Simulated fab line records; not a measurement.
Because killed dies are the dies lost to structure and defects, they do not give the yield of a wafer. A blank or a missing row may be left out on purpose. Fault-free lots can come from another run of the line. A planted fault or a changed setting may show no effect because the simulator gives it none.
Problem report in the 8D (eight disciplines) form, filled by code	flow sky130	the parts of the form that need people (team, actions taken, sign-off) are left out

## 1. WHAT IS WRONG
rfFwdPowerW at SKY_VIA2_ETCH_14 reads a mean of 418.5 W on 1 wafer of 1 lot; wafers without a fault read 494.8 W with a standard deviation of 2. Measured from the usual mean, that is -38 standard deviations.
The step: etches BARC in N2/H2, stops on SiO2, time 45.9 s, target depth 60 nm.
Seen first at day 42 14:17 on rieDiel-01, wafer L559.1. The record has a number at this step for 39 wafers belonging to 13 lots. Rule for "out" (also "out of limits"): further than 4 standard deviations from the usual mean. All remaining wafers that have a number are taken as sound.

## 2. WHAT THIS IS AND IS NOT
question	is	is not
which readings at this step	rfFwdPowerW	drypumpMotorCurrentA, oesProductAu, throttleValvePct
which lots	L559	L539, L540, L541, L542, L543, L545, L546, L547, L549, L550, L561, L562
which wafers of those lots	L559.1	L559.2, L559.4
read on which tools	rieDiel-01	rieDiel-02, rieDiel-04
when	from day 42 14:17	up to then (32 sound wafers); but 6 sound wafers of L561, L562 came after

## 3. WHAT RULES OUT EACH SUSPECT
Counting: if a tool at a process step up to the reading ran every lot that is out, it stays a suspect. Sound lots after the first of them don't rule it out here, since some wafers of a struck lot are sound.
- rieDiel-01 at SKY_VIA2_ETCH_14 (etches BARC in N2/H2, stops on SiO2, time 45.9 s, target depth 60 nm): kept. It processed L559, the lot that is out, at day 42 14:17, and its most recent sound lot before then was L549 at day 39 15:43. Its own readings are out on those wafers: rfFwdPowerW.
- In rieDiel-01 at SKY_VIA2_ETCH_14, the wafers that are out were processed in chamber 1 and their sound lot-mates in chambers 0, 2.
After counting, what remains is rieDiel-01 at SKY_VIA2_ETCH_14.

## 4. THE CAUSE (what the simulator had put in)
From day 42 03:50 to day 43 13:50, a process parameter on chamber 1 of rieDiel-01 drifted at SKY_VIA2_ETCH_14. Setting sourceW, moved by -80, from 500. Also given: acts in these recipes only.
After counting, this tool was the only one left.

## 5. THE CHAIN OF EFFECTS, in route order
One row per reading whose mean, taken over the struck wafers that have a number, lies over 3 standard deviations from the usual. Readings are gone through only where the record gives a usual standard deviation; hours: the median, over the lots, of the time from a lot's start at the first step in this table giving one to that lot's start at this step; sigmas: the change measured in usual standard deviations.
hours	step	reading	usual	on struck wafers	change	sigmas
0	SKY_VIA2_ETCH_14	rfFwdPowerW	494.8 W	418.5	-76.3	-38
Process steps it contains:
- SKY_VIA2_ETCH_14: etches BARC in N2/H2, stops on SiO2, time 45.9 s, target depth 60 nm.

## 6. HOW IT WOULD HAVE BEEN CAUGHT EARLIER
First out-of-limits reading in this record: day 42 14:17, which is 10 hours after fault onset at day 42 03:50.
